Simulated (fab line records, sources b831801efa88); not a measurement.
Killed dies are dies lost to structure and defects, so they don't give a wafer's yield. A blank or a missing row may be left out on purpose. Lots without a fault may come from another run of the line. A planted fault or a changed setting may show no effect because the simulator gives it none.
fab line records | flow sky130
record lots=10 wafers=30 last_day=50
route steps=708 shown VT_ADJUST_HVTR@141 GATE_OXIDE@197 RES_PROTECT@214 PAD_OPEN@708
lots that met no fault: from a run of the same line without faults
start_h: hours from the record's first day to the start of the lot's first wafer shown | wait_h: hours since the lot's step before | " the same as in the row above | L1.1+2: a row that stands for several wafers | - no value, or no start given | * or withheld: withheld | < > ~ a bound
route shown NAME@n: a module of which the file shows steps, and the number in the route of the first | usual: mean/standard deviation of fault-free wafers | same: alike in all rows | chamber/n: place in a boat | sites: the reading at each site | _std_site: their standard deviation | _edge_site: outer sites' mean less inner sites' | radius_mm: how far each site lies from the wafer's centre | mask NAME#n: copy n | behind: the tool/chamber that last shaped the wafer | hold: why the lot was held/for how many hours/how that ended | device: the transistor (n, p or np) that didn't switch | end of line: the same wafers' tests at the end of the route | a step without rows: its recipe alone | killed: dies lost to structure and defects at the first sort, not the wafer's yield | map: a wafer's dies, x killed, . not, _ none there
set.NAME: the setting as run; set.NAME@STEP: as run at that earlier step | model.NAME: the simulator's own value behind a step, which no gauge read
steps of the route over a sample of lots; a table a step, a row a wafer
services: from which hour (start_h, from the record's first day; less than 0 if before it) a tool's chamber was out of use, for how many hours, and why
## steps
# step SKY_VT_ADJUST_HVTR_STRIP_10
# recipe chemistry=O2/N2 power_w=1400 pressure_mtorr=1500 platen_temp_c=withheld o2_flow_sccm=3000 n2_flow_sccm=300 overash_fraction=0.5
# usual drypump_motor_current_A=5.5/0.37 oes_product_au=0.715/0.0049 strip_time_to_endpoint_s=14.19/0.034
# columns lot.wafer tool chamber start_h wait_h drypump_motor_current_A oes_product_au rf_hours_counter_h strip_time_to_endpoint_s
L307.1 plasma_asher-02 0 198.61 0.1 5.6 0.716 6 14.21
L307.4 " 1 " " 5.2 0.705 - 14.17
L307.6 " 0 " " 5.6 0.714 - 14.23
L317.3 plasma_asher-03 0 284.66 0.1 5.1 0.714 - 14.16
L317.4 " 1 " " 5.9 0.721 - 14.17
L317.5 " 0 " " 5.1 0.712 - 14.15
L318.1 plasma_asher-02 0 290.48 0.1 5.6 0.716 17 14.19
L318.3 " 0 " " 5.6 0.717 - 14.19
L318.4 " 1 " " 5.2 0.723 - 14.19
L321.1 plasma_asher-02 1 308.96 0.1 5.2 0.722 18 14.16
L321.2 " 0 " " 5.6 0.715 18 14.16
L321.3 " 0 " " 5.6 0.720 - 14.16
L325.3 plasma_asher-04 1 339.79 0.1 5.1 0.722 - 14.17
L325.4 " 0 " " 6.0 0.714 - 14.22
L325.6 " 1 " " 5.0 0.711 - 14.23
L326.1 plasma_asher-03 1 342.28 0.1 5.9 0.709 54 14.17
L326.2 " 0 " " 5.1 0.721 54 14.16
L326.4 " 1 " " 5.9 0.722 - 14.18
L327.1 plasma_asher-03 0 348.13 0.1 5.0 0.716 54 14.18
L327.2 " 1 " " 5.9 0.715 54 14.18
L327.4 " 0 " " 5.1 0.713 - 14.20
L328.3 plasma_asher-03 0 355.46 0.1 5.0 0.716 - 14.23
L328.5 " 0 " " 5.0 0.726 - 14.24
L328.6 " 1 " " 5.9 0.722 - 14.20
L329.2 plasma_asher-02 0 366.88 0.1 5.6 0.724 24 14.25
L329.4 " 0 " " 5.6 0.712 - 14.26
L329.6 " 0 " " 5.6 0.715 - 14.23
L330.1 plasma_asher-03 0 371.68 0.1 5.1 0.711 57 14.19
L330.3 " 1 " " 5.9 0.715 - 14.22
L330.6 " 1 " " 5.9 0.715 - 14.27
# step SKY_GATE_OXIDE_OVL_MEAS_10
# usual GATE_OXIDE_OVL=-0.7/1.1
# columns lot.wafer tool chamber start_h wait_h GATE_OXIDE_OVL[nm]
L307.1 overlay-01 - 297.70 0.1 -0.6
L307.4 " - " " -2.0
L307.6 " - " " -1.2
L317.3 overlay-02 - 404.28 0.1 -2.2
L317.4 " - " " -0.3
L317.5 " - " " -2.3
L318.1 overlay-01 - 408.47 0.1 0.5
L318.3 " - " " -1.8
L318.4 " - " " -0.5
L321.1 overlay-02 - 429.52 0.1 -0.9
L321.2 " - " " -1.6
L321.3 " - " " -0.5
L325.3 overlay-01 - 464.81 0.1 0.8
L325.4 " - " " -0.4
L325.6 " - " " -0.3
L326.1 overlay-02 - 468.82 0.1 -1.6
L326.2 " - " " -0.6
L326.4 " - " " -1.6
L327.1 overlay-02 - 474.87 0.1 -0.7
L327.2 " - " " 0.7
L327.4 " - " " 1.5
L328.3 overlay-02 - 482.73 0.1 -0.9
L328.5 " - " " -0.9
L328.6 " - " " -0.9
L329.2 overlay-02 - 495.33 0.1 -0.2
L329.4 " - " " -0.7
L329.6 " - " " -0.8
L330.1 overlay-02 - 500.70 0.1 -0.9
L330.3 " - " " 0.0
L330.6 " - " " -0.9
# step SKY_GATE_OXIDE_OXIDATION_16
# recipe temp_c=800 ambient=O2 idle_temp_c=700 ramp_up_c_per_min=10 ramp_down_c_per_min=3 stabilise_s=600 purge_s=300 target_thk_a=35.7 ox_time_s=1915
# usual spike_tc_bottom_C=820.8/2.4 spike_tc_centre_C=801.2/1.2 spike_tc_lower_C=802.2/1.1 spike_tc_top_C=813.1/1.2 spike_tc_upper_C=800.1/1.1 tube_center_temp_C=800/0.07 tube_center_temp_C_max=802.0/0.32 zone_power_lower_pct=14.6/0.67 zone_power_upper_pct=13.89/0.17
# columns lot.wafer tool chamber start_h wait_h spike_tc_bottom_C spike_tc_centre_C spike_tc_lower_C spike_tc_top_C spike_tc_upper_C tube_center_temp_C tube_center_temp_C_max zone_power_lower_pct zone_power_upper_pct
L307.1 furnace-02 0 298.21 0.0 817.8 799.4 803.1 814.2 800.5 800.01 801.6 13.6 13.86
L307.4 " 0 " " 817.2 799.5 801.0 812.5 800.6 799.95 802.0 14.0 13.42
L307.6 " 0 " " 818.3 801.3 802.7 811.6 799.7 799.94 802.2 14.0 13.75
L317.3 furnace-01 0 404.78 0.0 847.3 827.5 827.4 839.1 825.0 825.94 828.3 16.4 14.75
L317.4 " 0 " " 848.5 825.8 827.5 838.3 826.5 825.81 828.2 16.7 14.94
L317.5 " 0 " " 848.7 826.6 828.3 838.7 824.8 825.83 827.8 16.3 15.22
L318.1 furnace-01 0 409.26 0.2 848.3 828.7 827.1 839.4 825.0 825.86 828.0 16.2 15.06
L318.3 " 0 " " 848.4 828.4 827.6 837.7 826.6 825.77 828.1 16.2 15.01
L318.4 " 0 " " 848.1 828.5 828.4 839.1 825.1 825.88 827.4 16.2 15.03
L321.1 furnace-02 0 431.09 1.1 817.1 800.8 802.3 813.4 800.2 799.96 802.2 13.8 13.70
L321.2 " 0 " " 818.0 801.2 804.6 812.2 799.9 799.94 802.1 14.0 13.98
L321.3 " 0 " " 818.4 801.5 802.3 813.3 801.7 800.07 801.3 13.9 13.81
L325.3 furnace-02 0 465.30 0.0 818.5 800.2 803.2 811.3 799.9 799.91 801.9 13.8 13.85
L325.4 " 0 " " 819.6 799.6 802.9 812.6 800.8 799.95 801.6 13.9 13.65
L325.6 " 0 " " 819.0 799.6 803.3 813.1 800.5 799.96 801.7 13.8 13.74
L326.1 furnace-02 0 469.66 0.3 821.0 800.7 803.9 813.6 801.5 800.06 801.8 14.0 13.76
L326.2 " 0 " " 819.1 799.7 804.4 812.1 801.8 799.96 803.1 13.9 13.82
L326.4 " 0 " " 818.0 801.9 801.2 813.5 801.1 799.84 802.4 14.0 13.80
L327.1 furnace-01 0 476.16 0.8 822.2 800.5 800.1 813.5 800.7 799.93 802.6 15.4 14.00
L327.2 " 0 " " 822.7 802.1 802.3 811.6 798.9 800.12 802.2 15.4 14.20
L327.4 " 0 " " 822.9 800.6 801.2 812.3 798.7 799.97 801.7 15.1 13.83
L328.3 furnace-02 0 483.22 0.0 819.0 800.4 800.9 813.4 798.1 800.02 802.0 13.8 14.01
L328.5 " 0 " " 818.2 799.8 802.6 814.5 801.6 800.09 802.2 13.9 13.61
L328.6 " 0 " " 819.5 800.9 804.1 810.3 799.5 799.87 801.8 14.2 13.92
L329.2 furnace-01 0 495.82 0.0 824.0 800.3 802.0 813.5 799.8 799.89 801.9 15.2 14.03
L329.4 " 0 " " 824.0 802.1 801.8 816.0 798.9 799.96 802.3 15.1 13.88
L329.6 " 0 " " 822.7 800.6 801.1 814.1 799.3 799.99 801.6 15.1 14.16
L330.1 furnace-02 0 501.20 0.0 817.3 800.8 802.4 812.8 800.3 799.93 801.8 14.0 13.75
L330.3 " 0 " " 818.2 800.1 802.6 812.1 799.6 799.99 801.9 14.0 13.85
L330.6 " 0 " " 819.4 800.4 801.6 812.5 801.1 799.99 802.5 13.8 13.63
# step SKY_RES_PROTECT_STRIP_07
# recipe chemistry=O2/N2 power_w=1400 pressure_mtorr=1500 platen_temp_c=withheld o2_flow_sccm=3000 n2_flow_sccm=300 overash_fraction=0.5
# usual drypump_motor_current_A=5.5/0.39 oes_product_au=0.519/0.0044 strip_time_to_endpoint_s=23.32/0.042
# columns lot.wafer tool chamber start_h wait_h drypump_motor_current_A oes_product_au rf_hours_counter_h strip_time_to_endpoint_s
L307.1 plasma_asher-03 1 327.04 0.1 5.9 0.530 52 23.33
L307.4 " 1 " " 5.9 0.510 - 23.32
L307.6 " 0 " " 5.0 0.519 - 23.30
L317.3 plasma_asher-03 0 437.62 0.1 5.1 0.517 - 23.28
L317.4 " 1 " " 5.9 0.522 - 23.25
L317.5 " 1 " " 5.9 0.521 - 23.25
L318.1 plasma_asher-03 1 442.27 0.1 5.9 0.522 64 23.30
L318.3 " 0 " " 5.0 0.516 - 23.24
L318.4 " 1 " " 5.9 0.525 - 23.32
L321.1 plasma_asher-03 0 463.74 0.1 5.1 0.513 66 23.39
L321.2 " 1 " " 5.9 0.515 66 23.38
L321.3 " 0 " " 5.0 0.507 - 23.31
L325.3 plasma_asher-02 0 498.60 0.1 5.7 0.520 - 23.27
L325.4 " 1 " " 5.3 0.523 - 23.31
L325.6 " 1 " " 5.3 0.525 - 23.28
L326.1 plasma_asher-04 0 502.97 0.1 6.0 0.516 79 23.34
L326.2 " 1 " " 5.1 0.517 79 23.33
L326.4 " 1 " " 5.0 0.519 - 23.31
L327.1 plasma_asher-02 1 514.29 0.1 5.2 0.515 39 23.29
L327.2 " 0 " " 5.6 0.514 39 23.28
L327.4 " 0 " " 5.6 0.521 - 23.33
L328.3 plasma_asher-04 1 516.60 0.1 5.0 0.520 - 23.36
L328.5 " 1 " " 5.0 0.514 - 23.34
L328.6 " 0 " " 6.0 0.517 - 23.32
L329.2 plasma_asher-04 1 528.92 0.1 5.0 0.511 82 23.40
L329.4 " 0 " " 6.0 0.524 - 23.43
L329.6 " 1 " " 5.0 0.516 - 23.37
L330.1 plasma_asher-02 0 534.34 0.1 5.7 0.511 42 23.30
L330.3 " 1 " " 5.2 0.518 - 23.33
L330.6 " 0 " " 5.6 0.520 - 23.31
# step SKY_PAD_OPEN_PROBE_99
# usual killed_at_M0_to_M3=45/7.1 killed_at_M4_up=3.0/1.8 killed_at_contacts=24/5.4 killed_at_front_end=16/4.9 killed_at_other=0.3/0.63 killed_dies=88/11 killed_open=47/7.4 killed_short=40/7
# same gross_dies=492 killed_at_back_side=0
# columns lot.wafer tool chamber start_h wait_h killed_at_M0_to_M3 killed_at_M4_up killed_at_contacts killed_at_front_end killed_at_other killed_dies killed_open killed_short
L307.1 prober-01 - 1066.66 0.1 40 4 23 14 0 81 43 37
L307.4 prober-01 - 1066.81 0.2 57 4 30 24 0 115 67 47
L307.6 prober-01 - 1066.91 0.2 58 4 24 21 0 107 56 50
L317.3 prober-01 - 1140.12 0.2 55 4 20 20 0 99 52 47
L317.4 prober-01 - 1140.17 0.2 51 1 25 20 0 97 54 43
L317.5 prober-01 - 1140.22 0.2 53 1 26 11 0 91 51 40
L318.1 prober-02 - 1141.84 0.1 41 2 27 14 0 84 51 33
L318.3 prober-02 - 1141.94 0.2 42 1 24 10 0 77 44 33
L318.4 prober-02 - 1141.99 0.2 36 1 28 17 0 82 46 36
L321.1 prober-01 - 1156.12 0.1 43 2 28 7 0 80 46 34
L321.2 prober-01 - 1156.17 0.1 48 3 17 16 0 84 39 45
L321.3 prober-01 - 1156.22 0.2 40 2 31 9 0 82 47 35
L325.3 prober-01 - 1177.74 0.2 35 5 24 13 0 77 45 32
L325.4 prober-01 - 1177.79 0.2 35 2 23 10 0 70 43 27
L325.6 prober-01 - 1177.89 0.2 31 6 32 19 0 88 41 47
L326.1 prober-02 - 1182.20 0.1 49 1 33 19 0 102 54 48
L326.2 prober-02 - 1182.25 0.1 52 4 33 21 0 110 58 52
L326.4 prober-02 - 1182.35 0.2 38 2 36 21 2 99 54 44
L327.1 prober-01 - 1184.69 0.1 48 2 28 15 0 93 51 42
L327.2 prober-01 - 1184.74 0.1 36 3 34 10 1 84 48 36
L327.4 prober-01 - 1184.84 0.2 47 2 25 17 0 91 53 38
L328.3 prober-02 - 1188.51 0.2 46 5 25 24 0 100 52 48
L328.5 prober-02 - 1188.61 0.2 51 4 23 21 3 102 59 43
L328.6 prober-02 - 1188.66 0.2 36 3 24 28 0 91 52 39
L329.2 prober-01 - 1194.27 0.1 44 3 17 15 0 79 46 33
L329.4 prober-01 - 1194.37 0.2 39 4 25 14 0 82 52 30
L329.6 prober-01 - 1194.47 0.2 40 1 32 10 0 83 43 40
L330.1 prober-02 - 1197.51 0.1 36 3 24 9 0 72 43 29
L330.3 prober-02 - 1197.61 0.2 52 2 31 19 1 105 51 54
L330.6 prober-02 - 1197.76 0.2 38 4 33 20 1 96 56 40
# killed by level:class
L307.1 VIA1:geometric_particle:open=10 CONTACT:geometric_particle:open=9 LI_CONTACT:geometric_particle:open=6 METAL1:geometric_particle:short=6 METAL2:geometric_particle:short=6 FIELD_ISO:geometric_particle:short=5 LI_CONTACT:geometric_particle:short=5 FIELD_ISO:geometric_particle:open=4
L307.4 CONTACT:geometric_particle:open=15 FIELD_ISO:geometric_particle:open=10 VIA3:geometric_particle:open=9 VIA1:geometric_particle:open=9 VIA2:geometric_particle:open=8 VIA3:geometric_particle:short=6 VIA1:geometric_particle:short=6 METAL2:geometric_particle:short=6
L307.6 VIA1:geometric_particle:open=19 FIELD_ISO:geometric_particle:short=8 CONTACT:geometric_particle:open=8 VIA1:geometric_particle:short=8 VIA3:geometric_particle:open=7 LI_CONTACT:geometric_particle:open=6 METAL1:geometric_particle:short=6 VIA2:geometric_particle:open=5
L317.3 VIA1:geometric_particle:open=11 CONTACT:geometric_particle:open=9 FIELD_ISO:geometric_particle:short=8 FIELD_ISO:geometric_particle:open=6 VIA2:geometric_particle:open=6 VIA3:geometric_particle:open=6 METAL2:geometric_particle:short=5 POLY_GATE:geometric_particle:short=5
L317.4 CONTACT:geometric_particle:open=13 VIA1:geometric_particle:open=12 VIA1:geometric_particle:short=7 VIA2:geometric_particle:open=7 LI_CONTACT:geometric_particle:open=6 FIELD_ISO:geometric_particle:short=5 VIA3:geometric_particle:open=5 METAL2:geometric_particle:short=5
L317.5 VIA1:geometric_particle:open=16 METAL2:geometric_particle:short=9 LI_CONTACT:geometric_particle:open=8 CONTACT:geometric_particle:open=7 VIA1:geometric_particle:short=6 METAL1:geometric_particle:short=5 VIA3:geometric_particle:short=5 VIA3:geometric_particle:open=4
L318.1 CONTACT:geometric_particle:open=12 VIA1:geometric_particle:open=8 LI_CONTACT:geometric_particle:open=7 VIA1:geometric_particle:short=6 METAL2:geometric_particle:short=6 VIA3:geometric_particle:open=6 FIELD_ISO:geometric_particle:short=4 VIA2:geometric_particle:open=4
L318.3 VIA1:geometric_particle:open=12 CONTACT:geometric_particle:open=8 LI_CONTACT:geometric_particle:open=7 CONTACT:geometric_particle:short=5 VIA1:geometric_particle:short=5 METAL2:geometric_particle:short=5 VIA2:geometric_particle:open=5 VIA3:geometric_particle:open=4
L318.4 METAL2:geometric_particle:short=11 CONTACT:geometric_particle:open=11 LI_CONTACT:geometric_particle:open=8 CONTACT:geometric_particle:short=6 POLY_GATE:geometric_particle:open=5 METAL1:geometric_particle:open=5 FIELD_ISO:geometric_particle:short=4 VIA2:geometric_particle:open=4
L321.1 CONTACT:geometric_particle:open=13 VIA1:geometric_particle:open=10 METAL2:geometric_particle:short=6 VIA3:geometric_particle:open=6 LI_CONTACT:geometric_particle:open=5 LOCAL_INTERCONNECT:geometric_particle:short=5 VIA1:geometric_particle:short=5 VIA2:geometric_particle:open=5
L321.2 VIA1:geometric_particle:open=12 METAL2:geometric_particle:short=9 VIA1:geometric_particle:short=7 LI_CONTACT:geometric_particle:open=5 CONTACT:geometric_particle:open=5 METAL1:geometric_particle:short=5 FIELD_ISO:geometric_particle:short=4 POLY_GATE:geometric_particle:short=4
L321.3 CONTACT:geometric_particle:open=11 VIA1:geometric_particle:open=9 LI_CONTACT:geometric_particle:open=7 CONTACT:geometric_particle:short=7 METAL2:geometric_particle:short=6 VIA2:geometric_particle:open=6 METAL3:geometric_particle:short=5 VIA3:geometric_particle:open=5
L325.3 VIA1:geometric_particle:open=8 VIA3:geometric_particle:open=8 CONTACT:geometric_particle:open=7 LI_CONTACT:geometric_particle:open=6 VIA2:geometric_particle:open=5 POLY_GATE:geometric_particle:short=4 SPACER:geometric_particle:short=4 LOCAL_INTERCONNECT:geometric_particle:short=4
L325.4 VIA1:geometric_particle:open=13 LI_CONTACT:geometric_particle:open=7 CONTACT:geometric_particle:open=6 FIELD_ISO:geometric_particle:open=4 LOCAL_INTERCONNECT:geometric_particle:short=4 VIA1:geometric_particle:short=4 VIA2:geometric_particle:open=4 FIELD_ISO:geometric_particle:short=3
L325.6 CONTACT:geometric_particle:open=11 FIELD_ISO:geometric_particle:short=7 LI_CONTACT:geometric_particle:open=6 LOCAL_INTERCONNECT:geometric_particle:short=6 VIA1:geometric_particle:open=6 METAL3:geometric_particle:short=6 FIELD_ISO:geometric_particle:open=4 POLY_GATE:geometric_particle:short=4
L326.1 VIA1:geometric_particle:open=14 CONTACT:geometric_particle:open=11 CONTACT:geometric_particle:short=8 METAL2:geometric_particle:short=7 LI_CONTACT:geometric_particle:short=5 LI_CONTACT:geometric_particle:open=5 VIA2:geometric_particle:open=5 FIELD_ISO:geometric_particle:short=4
L326.2 VIA1:geometric_particle:open=13 CONTACT:geometric_particle:open=11 METAL2:geometric_particle:short=9 METAL1:geometric_particle:short=9 FIELD_ISO:geometric_particle:open=8 LI_CONTACT:geometric_particle:open=8 VIA2:geometric_particle:open=8 LI_CONTACT:geometric_particle:short=6
L326.4 CONTACT:geometric_particle:open=16 VIA1:geometric_particle:open=8 METAL2:geometric_particle:short=7 CONTACT:geometric_particle:short=6 LI_CONTACT:geometric_particle:open=6 FIELD_ISO:geometric_particle:short=5 LOCAL_INTERCONNECT:geometric_particle:short=5 METAL1:geometric_particle:short=5
L327.1 CONTACT:geometric_particle:open=13 VIA2:geometric_particle:open=11 VIA1:geometric_particle:open=9 METAL1:geometric_particle:short=8 LI_CONTACT:geometric_particle:open=6 METAL2:geometric_particle:short=5 VIA3:geometric_particle:open=5 FIELD_ISO:geometric_particle:short=3
L327.2 CONTACT:geometric_particle:open=14 CONTACT:geometric_particle:short=8 VIA1:geometric_particle:open=8 LI_CONTACT:geometric_particle:open=6 VIA3:geometric_particle:short=5 METAL2:geometric_particle:short=4 VIA2:geometric_particle:short=4 FIELD_ISO:geometric_particle:open=3
L327.4 VIA2:geometric_particle:open=11 VIA1:geometric_particle:open=9 VIA2:geometric_particle:short=8 CONTACT:geometric_particle:open=8 FIELD_ISO:geometric_particle:open=6 CONTACT:geometric_particle:short=6 VIA3:geometric_particle:open=6 LI_CONTACT:geometric_particle:short=4
L328.3 VIA1:geometric_particle:open=11 POLY_GATE:geometric_particle:short=9 LI_CONTACT:geometric_particle:open=7 VIA3:geometric_particle:open=7 LOCAL_INTERCONNECT:geometric_particle:short=6 FIELD_ISO:geometric_particle:short=5 VIA3:geometric_particle:short=5 VIA1:geometric_particle:short=5
L328.5 VIA1:geometric_particle:open=18 LI_CONTACT:geometric_particle:open=9 CONTACT:geometric_particle:open=7 VIA2:geometric_particle:open=7 METAL2:geometric_particle:short=6 VIA2:geometric_particle:short=6 FIELD_ISO:geometric_particle:open=5 VIA3:geometric_particle:open=5
L328.6 VIA1:geometric_particle:open=12 CONTACT:geometric_particle:open=11 FIELD_ISO:geometric_particle:open=10 POLY_GATE:geometric_particle:short=6 POLY_GATE:geometric_particle:open=5 VIA3:geometric_particle:open=5 SONOS_ONO:geometric_particle:short=4 VIA2:geometric_particle:open=4
L329.2 VIA1:geometric_particle:open=14 CONTACT:geometric_particle:open=10 METAL2:geometric_particle:short=6 POLY_GATE:geometric_particle:open=5 VIA2:geometric_particle:short=5 VIA2:geometric_particle:open=5 POLY_GATE:geometric_particle:short=4 VIA1:geometric_particle:short=4
L329.4 VIA2:geometric_particle:open=10 CONTACT:geometric_particle:open=8 LI_CONTACT:geometric_particle:open=8 CONTACT:geometric_particle:short=6 VIA1:geometric_particle:open=6 VIA3:geometric_particle:open=6 POLY_GATE:geometric_particle:open=5 VIA3:geometric_particle:short=4
L329.6 CONTACT:geometric_particle:open=14 METAL1:geometric_particle:short=7 VIA1:geometric_particle:short=7 VIA3:geometric_particle:open=6 LI_CONTACT:geometric_particle:short=5 LI_CONTACT:geometric_particle:open=5 METAL2:geometric_particle:short=4 VIA2:geometric_particle:open=4
L330.1 VIA1:geometric_particle:open=11 VIA2:geometric_particle:open=8 LI_CONTACT:geometric_particle:open=8 CONTACT:geometric_particle:open=7 CONTACT:geometric_particle:short=6 METAL2:geometric_particle:short=4 VIA3:geometric_particle:open=4 FIELD_ISO:geometric_particle:short=3
L330.3 CONTACT:geometric_particle:open=9 VIA2:geometric_particle:open=8 FIELD_ISO:geometric_particle:open=7 VIA3:geometric_particle:short=7 VIA1:geometric_particle:open=7 LI_CONTACT:geometric_particle:short=6 LI_CONTACT:geometric_particle:open=6 CONTACT:geometric_particle:short=6
L330.6 CONTACT:geometric_particle:open=13 VIA1:geometric_particle:open=8 VIA3:geometric_particle:open=8 LOCAL_INTERCONNECT:geometric_particle:short=6 VIA2:geometric_particle:open=6 POLY_GATE:geometric_particle:open=5 LI_CONTACT:geometric_particle:open=5 FIELD_ISO:geometric_particle:short=4
## services
# columns tool chamber start_h hours kind
plasma_asher-02 - 180.17 11.2 repair
furnace-01 - 182.39 3.5 pm
plasma_asher-02 - 192.33 2.3 repair
furnace-02 - 214.89 9.1 pm
furnace-01 - 224.30 3.7 pm
plasma_asher-04 - 231.05 2.8 pm
furnace-02 - 252.28 3.5 pm
furnace-01 - 272.15 2.3 repair
plasma_asher-02 - 285.86 2.8 pm
furnace-02 - 368.77 5.5 pm
furnace-02 - 419.41 3.8 pm
plasma_asher-04 - 498.36 2.9 repair
furnace-01 - 504.21 4.2 pm
plasma_asher-02 - 510.40 1.7 repair
furnace-01 - 517.65 3.1 pm
plasma_asher-03 - 529.49 5.5 repair
## key
first_sign step=SKY_GATE_OXIDE_OXIDATION_16 reading=tube_center_temp_C direction=up sigmas=99+ usual=* struck=*
effect step=SKY_GATE_OXIDE_OXIDATION_16 reading=tube_center_temp_C_max direction=up sigmas=80 usual=* struck=*
met_at SKY_GATE_OXIDE_OXIDATION_16
struck_lots L317,L318
tester_left_out L317,L318
not_acting_at SKY_VT_ADJUST_HVTR_STRIP_10,SKY_GATE_OXIDE_OVL_MEAS_10,SKY_RES_PROTECT_STRIP_07
fault kind=process_parameter_drift tool=furnace-01 chamber=- onset_h=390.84 steps=SKY_GATE_OXIDE_OXIDATION_16 channel=temp_c offset=* shape=step end_h=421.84 acts_in=* stated=*
# tester_left_out: of these lots the tester's yield and bins aren't shown, on N5 and GAA mostly nor the transistor test; their killed dies are dies lost to structure and defects alone, not to doping, threshold or leakage, so they don't give the yield
